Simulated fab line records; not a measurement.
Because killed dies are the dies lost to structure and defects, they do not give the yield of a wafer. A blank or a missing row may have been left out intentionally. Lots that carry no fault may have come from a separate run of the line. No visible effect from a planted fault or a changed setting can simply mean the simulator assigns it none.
Comparing a struck lot with a sound one | flow sky130 | 14 steps out of a route of 708
Sound: the wafers L131.3, L131.4, L131.5. Wafers L142.1, L142.2, L142.4 were the ones struck. The cause is named last.
At each step with rows: each side's tool, then ch and its chambers, then its first start. Under that, the readings that differ: sound wafers | struck wafers | difference of the means | sigmas: that difference in standard deviations of wafers without a fault.
alike: a reading whose means differ by less than 2 such deviations, as well as words and numbers matching on both sides. not compared: withheld readings; readings where some wafer has no value; bounds like >300 that might hide an equal value; numbers whose values overlap and for which the record gives no deviation.
Wherever a step has rows on one side only, a row that says differs or no value, or a row with sigmas, the two part there. Numbers that have no deviation but don't overlap get no sigmas and don't part them. A reading missing from all wafers of one side parts the sides only when that side holds two or more wafers.

first, 1 step without rows for these wafers: SKY_SONOS_ONO_WET_ETCH_16 (etches SiO2 in dHF, target depth 14 nm, time 280 s).
SKY_SONOS_ONO_STRIP_17: strips in O2/N2.
  sound on plasma_asher-01 ch 0,1, day 14 00:02; struck on plasma_asher-02 ch 0,1, day 17 21:03
  alike: drypump_motor_current_A, oes_product_au, strip_time_to_endpoint_s
  not compared: rf_hours_counter_h
then, 3 steps without rows for these wafers: SKY_SONOS_ONO_WET_ETCH_18 (etches Si3N4 in H3PO4, target depth 15 nm, time 172 s); SKY_GATE_OXIDE_CLEAN_00 (cleans in SC1/SC2, time 150 s); SKY_GATE_OXIDE_OXIDATION_01 (stabilise 600 s, purge 300 s, target thk 10.268 nm).
SKY_GATE_OXIDE_THK_MEAS_02:
  sound: film_metro-03 at day 14 04:01; struck: film_metro-02 at day 18 01:27
  alike: GATE_OXIDE_OXIDATION_00_THK
then, 6 steps without rows for these wafers: SKY_GATE_OXIDE_DEHYDRATE_03 (time 60 s); SKY_GATE_OXIDE_HMDS_04 (prime time 60 s); SKY_GATE_OXIDE_COAT_05 (resist thk 1140 nm); SKY_GATE_OXIDE_SOFTBAKE_06 (time 60 s); SKY_GATE_OXIDE_EXPOSE_07 (exposes mask LVOM, target cd 600 nm); SKY_GATE_OXIDE_PEB_08.
SKY_GATE_OXIDE_DEVELOP_09: develop time 60 s.
  sound on litho_track-01 ch 0, day 15 06:03; struck on litho_track-04, day 19 07:57
  no value came back on the struck wafers for chill_plate_temp_C (C), develop_time_s (s), exhaust_pa (Pa), resist_line_temp_C (C); on the sound wafers chill_plate_temp_C (C) reads 22.87 22.92 22.94
SKY_GATE_OXIDE_OVL_MEAS_10:
  sound: overlay-02 at day 15 06:10; struck: overlay-02 at day 19 08:06
  reading             | sound       | struck | difference                    | sigmas
  GATE_OXIDE_OVL (nm) | 0.2 0.1 2.1 | - - -  | no value on the struck wafers |

== WHERE THEY PART ==
Last at SKY_GATE_OXIDE_OVL_MEAS_10 as far as this record goes, first at SKY_GATE_OXIDE_DEVELOP_09.

WHY: the cause the simulator had injected
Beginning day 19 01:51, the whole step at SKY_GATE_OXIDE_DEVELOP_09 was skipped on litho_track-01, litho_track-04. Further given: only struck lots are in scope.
